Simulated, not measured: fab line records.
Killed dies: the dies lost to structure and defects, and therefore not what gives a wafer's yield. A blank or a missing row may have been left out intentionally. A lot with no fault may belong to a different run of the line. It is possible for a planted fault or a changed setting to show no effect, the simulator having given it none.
fab line records | flow sky130
[record] lots = 6 | wafers = 18 | last_day = 50
route steps=708 shown METAL2@504 VIA2@507
lots that met no fault: from a run of the same line without faults
start_h: hours from the record's opening day to when the first of the lot's shown wafers began | wait_h: hours elapsed since this lot's preceding step | " repeats the value in the row above | L1.1+2: one row covering several wafers at once | - no value, or no start was given | * or withheld: withheld | < > ~ a bound
route shown NAME@n: a module of which the file shows steps, and the number in the route of the first | usual: the fault-free wafers' mean and standard deviation | same: alike in all rows | chamber/n: place in a boat | sites: per-site readings | _std_site: the values' standard deviation | _edge_site: mean of outer sites minus mean of inner sites | radius_mm: how far each site lies from the wafer's centre | mask NAME#n: copy n | behind: the tool/chamber that last shaped the wafer | hold: why the lot went on hold/how many hours it stayed there/how the hold came to an end | device: names the non-switching transistor (n, p or np) | end of line: tests run on the same wafers once the route is complete | a step with no rows: only its recipe | killed: dies lost to structure and defects at the first sort, not the wafer's yield | map: a wafer's dies, marking killed ones x, the rest . and places with no die _
set.NAME: the setting the step ran with; set.NAME@STEP: the setting that earlier step ran with | model.NAME: the simulator's own value behind a step, which no gauge read
a table for each step, a row for each wafer; lots at some steps of the route
services: a tool's chamber out of use, with start hour (start_h, from the record's first day; less than 0 if before it), hours out, and reason
[[steps]]
[step SKY_METAL2_STRIP_21]
[recipe] chemistry = post_etch_residue_remover | time_s = 1200 | temp_c = 72.5
[step SKY_METAL2_CLEAN_22]
[recipe] chemistry = IPA | time_s = 180 | temp_c = 25
[step SKY_METAL2_CLEAN_23]
[recipe] chemistry = O3/DIW | dry = n2_spin
[step SKY_VIA2_HDPCVD_00]
[recipe] material = SiO2 | target_thk_nm = 1180 | sigma_open_frac = 0.3 | time_s = 196.7 | temp_c = 400 | sih4_flow_sccm = 60 | pressure_mtorr = 6
[step SKY_VIA2_THK_MEAS_01]
[recipe] reads = SiO2_of_VIA2_HDPCVD_00
[usual] VIA2_HDPCVD_THK = 1192/12
lot.wafer | tool          | chamber | start_h | wait_h | VIA2_HDPCVD_THK[nm]
L208.2    | film_metro-03 | -       | 910.57  | 0.1    | 1188
L208.3    | "             | -       | "       | "      | 1216
L208.4    | "             | -       | "       | "      | 1196
L217.3    | film_metro-02 | -       | 963.51  | 0.1    | 1197
L217.5    | "             | -       | "       | "      | 1203
L217.6    | "             | -       | "       | "      | 1187
L219.1    | film_metro-03 | -       | 971.94  | 0.1    | 1198
L219.4    | "             | -       | "       | "      | 1204
L219.6    | "             | -       | "       | "      | 1186
L218.3    | film_metro-01 | -       | 973.38  | 0.1    | 1165
L218.4    | "             | -       | "       | "      | 1188
L218.5    | "             | -       | "       | "      | 1209
L221.2    | film_metro-02 | -       | 989.55  | 0.1    | 1203
L221.3    | "             | -       | "       | "      | 1199
L221.4    | "             | -       | "       | "      | 1193
L222.1    | film_metro-03 | -       | 990.71  | 0.1    | 1222
L222.5    | "             | -       | "       | "      | 1209
L222.6    | "             | -       | "       | "      | 1178
[step SKY_VIA2_CMP_02]
[recipe] material = SiO2 | down_force_psi = 4 | platen_rpm = 60 | pad_velocity_m_s = 0.94248
[usual] motor_current_A = 12.3/1.9 | retaining_ring_pressure_frac = 1.000/0.0051 | slurry_flow_ml_min = 150.0/0.47
lot.wafer | tool   | chamber | start_h | wait_h | motor_current_A | retaining_ring_pressure_frac | slurry_flow_ml_min
L208.3    | cmp-02 | 1       | 910.62  | 0.0    | 9.7             | 1.003                        | 150.8
L208.4    | "      | 2       | "       | "      | 14.3            | 1.008                        | 149.7
L208.2    | "      | 3       | "       | "      | 14.2            | 0.994                        | 149.5
L217.3    | cmp-01 | 2       | 963.70  | 0.2    | 11.9            | 0.994                        | 149.2
L217.6    | "      | 3       | "       | "      | 9.9             | 1.006                        | 150.0
L217.5    | "      | 0       | "       | "      | 13.4            | 1.004                        | 149.8
L219.1    | cmp-02 | 3       | 972.04  | 0.1    | 14.1            | 0.999                        | 149.5
L219.4    | "      | 2       | "       | "      | 15.6            | 1.000                        | 150.5
L219.6    | "      | 3       | "       | "      | 14.1            | 0.998                        | 149.9
L218.3    | cmp-02 | 3       | 973.52  | 0.1    | 14.2            | 0.996                        | 149.2
L218.4    | "      | 0       | "       | "      | 11.9            | 0.998                        | 149.8
L218.5    | "      | 2       | "       | "      | 15.4            | 0.996                        | 149.6
L221.4    | cmp-01 | 3       | 989.60  | 0.0    | 9.9             | 1.000                        | 150.4
L221.3    | "      | 0       | "       | "      | 12.7            | 1.000                        | 150.0
L221.2    | "      | 1       | "       | "      | 10.5            | 1.005                        | 149.7
L222.1    | cmp-02 | 0       | 990.77  | 0.1    | 12.0            | 0.993                        | 149.7
L222.5    | "      | 0       | "       | "      | 12.2            | 0.996                        | 149.9
L222.6    | "      | 1       | "       | "      | 10.6            | 1.005                        | 149.6
[step SKY_VIA2_BOW_MEAS_03]
[recipe] mode = bow
[usual] VIA2_BOW = 86/7
lot.wafer | tool          | chamber | start_h | wait_h | VIA2_BOW[um]
L208.2    | film_metro-02 | -       | 910.94  | 0.2    | 91
L208.3    | "             | -       | "       | "      | 91
L208.4    | "             | -       | "       | "      | 91
L217.3    | film_metro-02 | -       | 963.89  | 0.1    | 86
L217.5    | "             | -       | "       | "      | 99
L217.6    | "             | -       | "       | "      | 71
L219.1    | film_metro-01 | -       | 972.34  | 0.2    | 86
L219.4    | "             | -       | "       | "      | 93
L219.6    | "             | -       | "       | "      | 95
L218.3    | film_metro-03 | -       | 973.76  | 0.2    | 76
L218.4    | "             | -       | "       | "      | 87
L218.5    | "             | -       | "       | "      | 71
L221.2    | film_metro-02 | -       | 989.92  | 0.2    | 82
L221.3    | "             | -       | "       | "      | 97
L221.4    | "             | -       | "       | "      | 96
L222.1    | film_metro-01 | -       | 991.07  | 0.2    | 88
L222.5    | "             | -       | "       | "      | 78
L222.6    | "             | -       | "       | "      | 89
[step SKY_VIA2_DEHYDRATE_04]
[recipe] temp_c = 200 | time_s = 60
[step SKY_VIA2_HMDS_05]
[recipe] prime_time_s = 60 | prime_temp_c = 120
[step SKY_VIA2_COAT_06]
[recipe] resist = BARC | temp_c = withheld | time_s = withheld | spin_rpm = 3000 | resist_thk_nm = 60
[step SKY_VIA2_COAT_07]
[recipe] resist = KrF-thick | spin_rpm = 3000 | resist_thk_nm = 450
[step SKY_VIA2_SOFTBAKE_08]
[recipe] temp_c = 100 | time_s = 90 | resist = KrF-thick
[step SKY_VIA2_EXPOSE_09]
[recipe] mask_id = VIM2 | na = 0.8 | source_shape = annular | sigma_inner = 0.55 | sigma_outer = 0.85 | target_cd_nm = 200 | dose_mj = 38
[usual] exposure_dose_mJ_cm2 = 38.07/0.091 | focus_offset_nm = 0.0/0.49
lot.wafer | tool           | chamber | start_h | wait_h | mask   | exposure_dose_mJ_cm2 | focus_offset_nm
L208.2    | krf_scanner-01 | 0       | 923.47  | -      | VIM2#0 | 37.95                | -0.1
L208.3    | "              | 0       | "       | "      | VIM2#0 | 37.92                | 0.4
L208.4    | "              | 0       | "       | "      | VIM2#0 | 37.90                | -0.4
L217.3    | krf_scanner-02 | -       | 976.44  | -      | VIM2#0 | -                    | -
L217.5    | "              | -       | "       | "      | VIM2#0 | -                    | -
L217.6    | "              | -       | "       | "      | VIM2#0 | -                    | -
L219.1    | krf_scanner-02 | -       | 985.15  | -      | VIM2#0 | -                    | -
L219.4    | "              | -       | "       | "      | VIM2#0 | -                    | -
L219.6    | "              | -       | "       | "      | VIM2#0 | -                    | -
L218.3    | krf_scanner-02 | 0       | 986.29  | -      | VIM2#0 | 38.11                | -0.1
L218.4    | "              | 0       | "       | "      | VIM2#0 | 38.10                | 0.7
L218.5    | "              | 0       | "       | "      | VIM2#0 | 38.15                | 0.3
L221.2    | krf_scanner-01 | 0       | 1002.50 | -      | VIM2#0 | 37.99                | -0.1
L221.3    | "              | 0       | "       | "      | VIM2#0 | 38.01                | -0.1
L221.4    | "              | 0       | "       | "      | VIM2#0 | 37.98                | 0.5
L222.1    | krf_scanner-02 | 0       | 1003.42 | -      | VIM2#0 | 38.15                | -0.6
L222.5    | "              | 0       | "       | "      | VIM2#0 | 38.15                | -0.4
L222.6    | "              | 0       | "       | "      | VIM2#0 | 38.19                | 0.7
[step SKY_VIA2_PEB_10]
[recipe] peb_temp_c = withheld | peb_time_s = withheld | resist = KrF-thick
[[services]]
tool           | chamber | start_h | hours | kind
cmp-02         | -       | 887.47  | 1.1   | repair
krf_scanner-01 | -       | 899.96  | 1.3   | pm
krf_scanner-02 | -       | 901.28  | 1.3   | pm
cmp-02         | -       | 912.26  | 4.0   | pm
cmp-02         | -       | 916.26  | -     | consumable_replace:conditioner
cmp-02         | -       | 916.26  | -     | consumable_replace:pad
krf_scanner-02 | -       | 933.45  | 1.0   | pm
cmp-01         | -       | 954.70  | 3.9   | repair
cmp-01         | -       | 957.42  | 3.1   | repair
krf_scanner-01 | -       | 959.55  | 0.5   | repair
krf_scanner-01 | 0       | 959.55  | -     | calibration
cmp-01         | -       | 970.01  | 12.1  | pm
krf_scanner-01 | -       | 975.86  | 1.0   | pm
krf_scanner-02 | 0       | 979.49  | -     | calibration
cmp-02         | -       | 983.78  | 2.5   | repair
krf_scanner-02 | -       | 985.43  | 0.8   | pm
[[key]]
[first_sign] step = SKY_VIA2_EXPOSE_09 | reading = tool_record | direction = missing
effect none on later readings
met_at SKY_VIA2_EXPOSE_09
struck_wafers L217.3,L217.5,L217.6,L219.1,L219.4,L219.6
later_rows_left_out L217.3,L217.5,L217.6,L219.1,L219.4,L219.6
sort_left_out L217.3,L217.5,L217.6,L219.1,L219.4,L219.6
[fault] kind = skipped_step_whole | tool = krf_scanner-02 | chamber = - | onset_h = 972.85 | steps = SKY_VIA2_EXPOSE_09 | scope = struck_lots_only
// sort_left_out: the simulated sort isn't trusted on such a fault, so these wafers' sort isn't shown, and their yield isn't known
// later_rows_left_out: the simulator's readings of these wafers behind a module that went badly wrong aren't trusted and aren't shown, but for the sort
